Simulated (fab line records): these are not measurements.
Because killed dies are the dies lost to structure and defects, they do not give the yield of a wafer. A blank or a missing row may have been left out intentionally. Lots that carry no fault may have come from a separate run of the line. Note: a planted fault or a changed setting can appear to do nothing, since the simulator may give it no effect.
Chamber matching -- flow gf180mcu -- 3 sister chambers for GF_V3_CVD_02 on pecvd-01
The step deposits SiO2 from TEOS, target thk 850 nm, time 94.851 s. 3 wafers are shown with their chamber, then 8 later ones without.

== WAFERS WITH THEIR CHAMBER ==
wafer,chamber,heater_power_w (W)
L079.5,2,677
L079.6,0,669
L082.3,1,737

== WAFERS WITH NO CHAMBER GIVEN ==
wafer,heater_power_w (W)
L082.4,664
L082.5,779
L086.1,730
L086.3,639
L086.4,768
L096.3,705
L096.4,787
L096.5,757

== EACH ONE'S CHAMBER ==
wafer,from the rows above,in truth
L082.4,can't be placed: 0 or 2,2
L082.5,can't be placed: 1 or 2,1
L086.1,can't be placed: 1 or 2 or 0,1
L086.3,can't be placed: 0 or 2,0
L086.4,can't be placed: 1 or 2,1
L096.3,can't be placed: 2 or 1 or 0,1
L096.4,can't be placed: 1 or 2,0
L096.5,can't be placed: 1 or 2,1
Correct placement for 0 of the 8. Not placeable from these rows: 8 (in 7, the candidates include the true chamber). Number placed wrongly: 0.
How it was worked out, from the rows above alone: a wafer's distance from a chamber is the root of the sum, over the readings, of the square of ((its reading less the chamber's mean) divided by the reading's scatter). The wafer belongs to the nearest chamber; if the next one is less than 2 further off, it can't be placed. For every chamber, the mean is computed from those of its wafers that are shown. The scatter: root of mean squared gap, hidden wafer to nearest shown wafer, with one shown wafer a chamber.
